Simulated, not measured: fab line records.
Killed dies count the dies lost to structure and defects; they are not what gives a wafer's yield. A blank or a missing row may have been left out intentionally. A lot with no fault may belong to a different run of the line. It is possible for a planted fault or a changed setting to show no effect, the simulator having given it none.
Which tool was responsible? / flow sky130 / 10 lots, 30 wafers sampled, at 6 steps of a route of 708

== WHAT THE GAUGES READ, wafer by wafer ==
SKY_VIA3_THK_MEAS_23: measures by xrf. Usual: VIA3_W_THK typically reads 380 nm, with standard deviation 6.4.
lot=L352; measured=day 40 00:51; on=film metro-04; VIA3_W_THK (nm)=387 390 394; flag=
lot=L353; measured=day 40 17:20; on=film metro-01; VIA3_W_THK (nm)=378 375 383; flag=
lot=L354; measured=day 40 21:45; on=film metro-01; VIA3_W_THK (nm)=378 371 372; flag=
lot=L360; measured=day 42 09:35; on=film metro-01; VIA3_W_THK (nm)=376 377 375; flag=
lot=L362; measured=day 43 08:16; on=film metro-01; VIA3_W_THK (nm)=386 394 383; flag=
lot=L363; measured=day 43 11:26; on=film metro-02; VIA3_W_THK (nm)=380 374 382; flag=
lot=L365; measured=day 44 02:55; on=film metro-01; VIA3_W_THK (nm)=389 383 389; flag=
lot=L367; measured=day 44 18:37; on=film metro-01; VIA3_W_THK (nm)=380 372 380; flag=
lot=L369; measured=day 45 11:01; on=film metro-02; VIA3_W_THK (nm)=374 381 379; flag=
lot=L374; measured=day 46 07:28; on=film metro-01; VIA3_W_THK (nm)=371 377 366; flag=

SKY_METAL4_CD_MEAS_13: target cd 300 nm. Usual: cd nm at 300.0 nm, with a standard deviation of 1.5.
lot=L352; measured=day 42 01:50; on=cd sem-02; cd nm (nm)=300.1 300.7 299.3; flag=
lot=L353; measured=day 42 16:41; on=cd sem-01; cd nm (nm)=302.8 301.3 301.7; flag=
lot=L354; measured=day 42 21:34; on=cd sem-01; cd nm (nm)=299.8 300.1 299.1; flag=
lot=L360; measured=day 44 08:16; on=cd sem-02; cd nm (nm)=297.2 297.1 296.1; flag=
lot=L362; measured=day 45 05:07; on=cd sem-02; cd nm (nm)=299.1 300.6 299.9; flag=
lot=L363; measured=day 45 08:16; on=cd sem-01; cd nm (nm)=298.5 300.7 299.6; flag=
lot=L365; measured=day 45 22:37; on=cd sem-02; cd nm (nm)=300.6 299.7 301.0; flag=
lot=L367; measured=day 46 13:34; on=cd sem-02; cd nm (nm)=301.7 302.2 300.6; flag=
lot=L369; measured=day 47 06:11; on=cd sem-01; cd nm (nm)=298.9 299.7 299.6; flag=
lot=L374; measured=day 48 00:34; on=cd sem-01; cd nm (nm)=298.4 299.1 298.8; flag=

SKY_METAL5_RS_MEAS_05: measurement is done with a four-point probe. Usual: METAL5_ALCU_RS typically reads 0.02705 ohm/sq, with standard deviation 0.00029.
lot=L352; measured=day 43 04:19; on=film metro-04; METAL5_ALCU_RS (ohm/sq)=0.02718 0.02699 0.0271; flag=
lot=L353; measured=day 43 19:10; on=film metro-04; METAL5_ALCU_RS (ohm/sq)=0.02753 0.02724 0.0269; flag=
lot=L354; measured=day 43 23:25; on=film metro-04; METAL5_ALCU_RS (ohm/sq)=0.02679 0.02688 0.02705; flag=
lot=L360; measured=day 45 10:11; on=film metro-02; METAL5_ALCU_RS (ohm/sq)=0.02667 0.02698 0.02695; flag=
lot=L362; measured=day 46 05:03; on=film metro-03; METAL5_ALCU_RS (ohm/sq)=0.02653 0.02682 0.02667; flag=
lot=L363; measured=day 46 09:06; on=film metro-03; METAL5_ALCU_RS (ohm/sq)=0.02691 0.02687 0.02716; flag=
lot=L365; measured=day 46 22:38; on=film metro-03; METAL5_ALCU_RS (ohm/sq)=0.02664 0.02653 0.02672; flag=
lot=L367; measured=day 47 12:32; on=film metro-02; METAL5_ALCU_RS (ohm/sq)=0.02696 0.02953 0.02731 0.02705 0.02955 0.02739; flag=OFF
lot=L369; measured=day 48 04:06; on=film metro-04; METAL5_ALCU_RS (ohm/sq)=0.02726 0.02739 0.02756; flag=
lot=L374; measured=day 48 22:32; on=film metro-03; METAL5_ALCU_RS (ohm/sq)=0.02767 0.02773 0.02713; flag=

SKY_METAL5_THK_MEAS_06: measures by xrf. Usual: METAL5_ALCU_THK typically reads 1141 nm, with standard deviation 13.
lot=L352; measured=day 43 04:26; on=film metro-04; METAL5_ALCU_THK (nm)=1141 1150 1141; flag=
lot=L353; measured=day 43 19:15; on=film metro-04; METAL5_ALCU_THK (nm)=1127 1141 1146; flag=
lot=L354; measured=day 43 23:32; on=film metro-04; METAL5_ALCU_THK (nm)=1162 1161 1145; flag=
lot=L360; measured=day 45 10:17; on=film metro-02; METAL5_ALCU_THK (nm)=1163 1147 1145; flag=
lot=L362; measured=day 46 05:09; on=film metro-03; METAL5_ALCU_THK (nm)=1158 1149 1159; flag=
lot=L363; measured=day 46 09:13; on=film metro-03; METAL5_ALCU_THK (nm)=1148 1147 1134; flag=
lot=L365; measured=day 46 22:46; on=film metro-03; METAL5_ALCU_THK (nm)=1154 1159 1154; flag=
lot=L367; measured=day 47 13:58; on=film metro-02; METAL5_ALCU_THK (nm)=1154 1071 1139 1155 1065 1142; flag=
lot=L369; measured=day 48 04:13; on=film metro-04; METAL5_ALCU_THK (nm)=1133 1124 1120; flag=
lot=L374; measured=day 48 22:39; on=film metro-03; METAL5_ALCU_THK (nm)=1112 1117 1134; flag=

== EACH LOT AND THE TOOL THAT RAN IT (in order: tool; ch and the chambers of the sampled wafers; start) ==
lot=L352; SKY_VIA4_SPUTTER_17=pvd sputter-01, day 43 03:26; SKY_METAL5_SPUTTER_02=pvd sputter-04, day 43 04:12
lot=L353; SKY_VIA4_SPUTTER_17=pvd sputter-01, day 43 18:16; SKY_METAL5_SPUTTER_02=pvd sputter-01, day 43 19:00
lot=L354; SKY_VIA4_SPUTTER_17=pvd sputter-04, day 43 22:34; SKY_METAL5_SPUTTER_02=pvd sputter-03, day 43 23:18
lot=L360; SKY_VIA4_SPUTTER_17=pvd sputter-02, day 45 09:17; SKY_METAL5_SPUTTER_02=pvd sputter-01, day 45 10:02
lot=L362; SKY_VIA4_SPUTTER_17=pvd sputter-02, day 46 03:51; SKY_METAL5_SPUTTER_02=pvd sputter-03, day 46 04:53
lot=L363; SKY_VIA4_SPUTTER_17=pvd sputter-01, day 46 08:14; SKY_METAL5_SPUTTER_02=pvd sputter-01, day 46 08:59
lot=L365; SKY_VIA4_SPUTTER_17=pvd sputter-04, day 46 21:29; SKY_METAL5_SPUTTER_02=pvd sputter-01, day 46 22:31
lot=L367; SKY_VIA4_SPUTTER_17=pvd sputter-02, day 47 11:40; SKY_METAL5_SPUTTER_02=pvd sputter-03, day 47 12:25
lot=L369; SKY_VIA4_SPUTTER_17=pvd sputter-04, day 48 03:13; SKY_METAL5_SPUTTER_02=pvd sputter-04, day 48 03:58
lot=L374; SKY_VIA4_SPUTTER_17=pvd sputter-01, day 48 21:33; SKY_METAL5_SPUTTER_02=pvd sputter-04, day 48 22:24
- SKY_VIA4_SPUTTER_17: material TiN, target thk 20 nm, time 80 s.
- SKY_METAL5_SPUTTER_02: material AlCu, target thk 1150 nm, time 61.2 s.

== AS READ BY THE TOOLS THEMSELVES (means over the sampled wafers that have a number; for cases with no such wafer, the mark the record gives instead) ==
SKY_VIA4_SPUTTER_17. Usual: chamber pressure pa 5.001 Pa, standard deviation 0.0098; throttle valve pct 30.0 %, standard deviation 1.3.
lot=L352; tool=pvd sputter-01; chamber pressure pa (Pa)=4.995; throttle valve pct (%)=29.9; flag=
lot=L353; tool=pvd sputter-01; chamber pressure pa (Pa)=5.005; throttle valve pct (%)=30.0; flag=
lot=L354; tool=pvd sputter-04; chamber pressure pa (Pa)=5.011; throttle valve pct (%)=31.7; flag=
lot=L360; tool=pvd sputter-02; chamber pressure pa (Pa)=5.002; throttle valve pct (%)=28.7; flag=
lot=L362; tool=pvd sputter-02; chamber pressure pa (Pa)=5.004; throttle valve pct (%)=29.6; flag=
lot=L363; tool=pvd sputter-01; chamber pressure pa (Pa)=5.011; throttle valve pct (%)=29.9; flag=
lot=L365; tool=pvd sputter-04; chamber pressure pa (Pa)=4.997; throttle valve pct (%)=31.8; flag=
lot=L367; tool=pvd sputter-02; chamber pressure pa (Pa)=4.999; throttle valve pct (%)=28.7; flag=
lot=L369; tool=pvd sputter-04; chamber pressure pa (Pa)=5.001; throttle valve pct (%)=31.6; flag=
lot=L374; tool=pvd sputter-01; chamber pressure pa (Pa)=5.001; throttle valve pct (%)=29.3; flag=

SKY_METAL5_SPUTTER_02. Usual: chamber pressure pa 0.4000 Pa, standard deviation 0.00078; throttle valve pct 30.5 %, standard deviation 1.
lot=L352; tool=pvd sputter-04; chamber pressure pa (Pa)=0.4006; throttle valve pct (%)=31.5; flag=
lot=L353; tool=pvd sputter-01; chamber pressure pa (Pa)=0.4000; throttle valve pct (%)=30.0; flag=
lot=L354; tool=pvd sputter-03; chamber pressure pa (Pa)=0.3995; throttle valve pct (%)=30.7; flag=
lot=L360; tool=pvd sputter-01; chamber pressure pa (Pa)=0.4002; throttle valve pct (%)=29.6; flag=
lot=L362; tool=pvd sputter-03; chamber pressure pa (Pa)=0.4000; throttle valve pct (%)=30.9; flag=
lot=L363; tool=pvd sputter-01; chamber pressure pa (Pa)=0.4001; throttle valve pct (%)=29.7; flag=
lot=L365; tool=pvd sputter-01; chamber pressure pa (Pa)=0.4003; throttle valve pct (%)=30.0; flag=
lot=L367; tool=pvd sputter-03; chamber pressure pa (Pa)=0.4431; throttle valve pct (%)=29.0; flag=OFF
lot=L369; tool=pvd sputter-04; chamber pressure pa (Pa)=0.4003; throttle valve pct (%)=32.3; flag=
lot=L374; tool=pvd sputter-04; chamber pressure pa (Pa)=0.4001; throttle valve pct (%)=31.8; flag=

== THE ANSWER, worked out from the rows above alone ==
Rule: take the mean of a lot's wafers that have a number; if it is more than 3 standard deviations from the usual mean, the lot is off. A lot without any number at a reading at which 4 lots or more have one is off too. All remaining lots with rows at the step are treated as sound. First the gauges in route order, then the tools' own readings, where a lot's mean is used as printed above. The first step at which some lot is off is used, and at that step the reading that is off furthest; a lot without a number counts as furthest.
Off: at SKY_METAL5_RS_MEAS_05 (METAL5_ALCU_RS), L367.
If a tool, at a process step before that reading, ran all the lots that are off and no sound lot after the first of them, it fits. The gauges at SKY_METAL5_RS_MEAS_05 aren't tried: what is off there is off at SKY_METAL5_SPUTTER_02 too, on other tools, and a gauge's error can't cause that. Undecided on this evidence; 2 tools fit (pvd sputter-02 at SKY_VIA4_SPUTTER_17, pvd sputter-03 at SKY_METAL5_SPUTTER_02).

== WHAT THE SIMULATOR PUT IN ==
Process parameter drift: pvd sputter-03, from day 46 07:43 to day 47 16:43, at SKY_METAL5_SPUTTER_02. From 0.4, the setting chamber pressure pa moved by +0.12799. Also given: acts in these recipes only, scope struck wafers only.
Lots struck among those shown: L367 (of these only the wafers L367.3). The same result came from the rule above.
